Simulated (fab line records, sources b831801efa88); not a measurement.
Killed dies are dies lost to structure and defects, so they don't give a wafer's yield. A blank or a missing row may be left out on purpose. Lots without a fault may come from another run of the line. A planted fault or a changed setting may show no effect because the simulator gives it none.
Which tool did it? | flow sky130 | 11 lots, 33 wafers sampled, at 4 steps of a route of 708

WHAT THE GAUGES READ, wafer by wafer
SKY_CAP2M_THK_MEAS_01.
lot  | measured     | on            | CAP2M_CVD_00_THK (nm)
L532 | day 39 18:00 | film_metro-04 | 15.29 15.21 15.63
L534 | day 40 13:17 | film_metro-04 | 15.56 16.00 15.88
L536 | day 40 16:08 | film_metro-04 | 15.40 15.29 15.31
L538 | day 42 09:55 | film_metro-01 | 15.02 15.35 15.25
L539 | day 42 11:31 | film_metro-01 | 15.81 15.67 15.83
L541 | day 42 14:04 | film_metro-01 | 15.08 15.27 15.26
L548 | day 44 02:34 | film_metro-03 | 15.34 15.63 15.75
L549 | day 44 08:10 | film_metro-03 | 10.72 10.95 10.58
L550 | day 44 20:08 | film_metro-01 | 10.76 10.72 10.99
L553 | day 45 12:14 | film_metro-03 | 15.18 15.24 15.53
L555 | day 45 21:25 | film_metro-01 | 15.08 15.36 15.35

WHICH TOOL RAN EACH LOT (tool, then ch and the chambers of the sampled wafers, then the start)
lot  | SKY_VIA3_ETCH_14                   | SKY_VIA3_ETCH_15                   | SKY_CAP2M_CVD_00
L532 | rie_diel-01 ch 1,3, day 39 16:08   | rie_diel-01 ch 1,3, day 39 16:10   | pecvd-03 ch 0,2, day 39 17:59
L534 | rie_diel-03 ch 0,3, day 40 11:40   | rie_diel-03 ch 0,3, day 40 11:43   | pecvd-03 ch 0,1,2, day 40 13:15
L536 | rie_diel-01 ch 0,3, day 40 14:34   | rie_diel-01 ch 0,3, day 40 14:37   | pecvd-04 ch 0,1, day 40 16:07
L538 | rie_diel-04 ch 2,3, day 42 08:22   | rie_diel-04 ch 2,3, day 42 08:25   | pecvd-01 ch 1,2, day 42 09:53
L539 | rie_diel-01 ch 1,2, day 42 09:59   | rie_diel-01 ch 1,2, day 42 10:01   | pecvd-04 ch 0,1, day 42 11:29
L541 | rie_diel-03 ch 0,2,3, day 42 12:32 | rie_diel-03 ch 0,2,3, day 42 12:34 | pecvd-03 ch 0,1,2, day 42 14:02
L548 | rie_diel-01 ch 0,2,3, day 44 01:01 | rie_diel-01 ch 0,2,3, day 44 01:04 | pecvd-01 ch 0,1, day 44 02:32
L549 | rie_diel-03 ch 2,3, day 44 06:34   | rie_diel-03 ch 2,3, day 44 06:37   | pecvd-04 ch 1,2, day 44 08:07
L550 | rie_diel-04 ch 0,1,3, day 44 18:34 | rie_diel-04 ch 0,1,3, day 44 18:37 | pecvd-04 ch 0,1,2, day 44 20:07
L553 | rie_diel-01 ch 0,2,3, day 45 10:42 | rie_diel-01 ch 0,2,3, day 45 10:44 | pecvd-01 ch 0,1,2, day 45 12:13
L555 | rie_diel-01 ch 0,2,3, day 45 19:53 | rie_diel-01 ch 0,2,3, day 45 19:55 | pecvd-01 ch 0,2, day 45 21:24
- SKY_VIA3_ETCH_14: etches BARC in N2/H2, stops on SiO2, time 45.9 s, target depth 60 nm.
- SKY_VIA3_ETCH_15: etches SiO2 in C4F8/O2/Ar, stops on TiN, target depth 507 nm, time 78 s.
- SKY_CAP2M_CVD_00: deposits SiO2, target thk 15.5 nm.

THE ANSWER, worked out from the rows above alone
Rule: what is usual is taken from the lots themselves. Put in order of their means at a reading, lots are off if they are a third of the lots or fewer, leave a main group of 4 or more, and stand apart from it by a gap of 3 or more times the standard deviation of the main group's means; of several such gaps the widest counts. A main group whose means are all the same, to the digits that the tables above print for the reading, isn't used. A lot without any number at a reading at which 4 lots or more have one is off too. The other lots that the step has rows for count as sound.
Off: L549, L550, at SKY_CAP2M_THK_MEAS_01 (CAP2M_CVD_00_THK). The main group: mean 15.43 nm, standard deviation 0.22.
A tool fits if, at a process step before that reading, it ran every lot that is off, and no sound lot after the first of them. The gauges at SKY_CAP2M_THK_MEAS_01 are tried like those tools. One fits: pecvd-04 at SKY_CAP2M_CVD_00. Its last sound lot is L539 (day 42 11:29), its first lot that is off L549 (day 44 08:07): a fault that began between those two fits.

WHAT THE SIMULATOR HAD PUT IN
Process parameter drift: pecvd-04, from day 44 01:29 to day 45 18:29, at SKY_CAP2M_CVD_00. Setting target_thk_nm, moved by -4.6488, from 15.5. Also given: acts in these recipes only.
Lots struck among those shown: L549, L550. The rule above found the same.
